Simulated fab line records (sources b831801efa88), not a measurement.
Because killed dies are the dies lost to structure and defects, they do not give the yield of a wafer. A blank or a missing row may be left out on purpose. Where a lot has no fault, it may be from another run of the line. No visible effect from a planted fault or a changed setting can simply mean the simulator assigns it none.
Matching of chambers -- flow gf180mcu -- GF_V4_CMP_04 on cmp-02 has 4 sister chambers
The step polishes SiO2. 8 wafers are shown with their chamber, then 7 later ones without.

== EACH WAFER AND ITS CHAMBER ==
wafer,chamber,motor_current_A (A),time_to_endpoint_s (s)
L219.2,1,14.1,78
L234.3,1,13.3,73
L234.5,2,13.1,80
L237.2,2,12.9,75
L237.5,3,10.5,69
L237.6,0,9.3,70
L238.1,0,9.6,75
L238.3,3,10.8,69

== WAFERS MISSING THEIR CHAMBER ==
wafer,motor_current_A (A),time_to_endpoint_s (s)
L238.6,10.4,70
L239.1,13.2,72
L239.4,9.5,80
L239.6,8.9,80
L242.1,13.2,78
L242.4,10.2,77
L242.6,13.7,80

== EACH ONE'S CHAMBER ==
wafer,from the rows above,in truth
L238.6,3,3
L239.1,can't be placed: 2 or 1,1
L239.4,0,0
L239.6,0,0
L242.1,can't be placed: 2 or 1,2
L242.4,can't be placed: 0 or 3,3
L242.6,can't be placed: 1 or 2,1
Correctly placed: 3 of 7. These rows do not allow placing 4 (true chamber among the candidates in 4). Number placed wrongly: 0.
How it was worked out, from the rows above alone: a wafer's distance from a chamber is the root of the sum, over the readings, of the square of ((its reading less the chamber's mean) divided by the reading's scatter). The wafer belongs to the nearest chamber; if the next one is less than 2 further off, it can't be placed. For every chamber, the mean is computed from those of its wafers that are shown. The scatter: take each reading less its chamber's mean, square it, sum over the shown wafers, divide by the number of wafers less the number of chambers, and take the root.
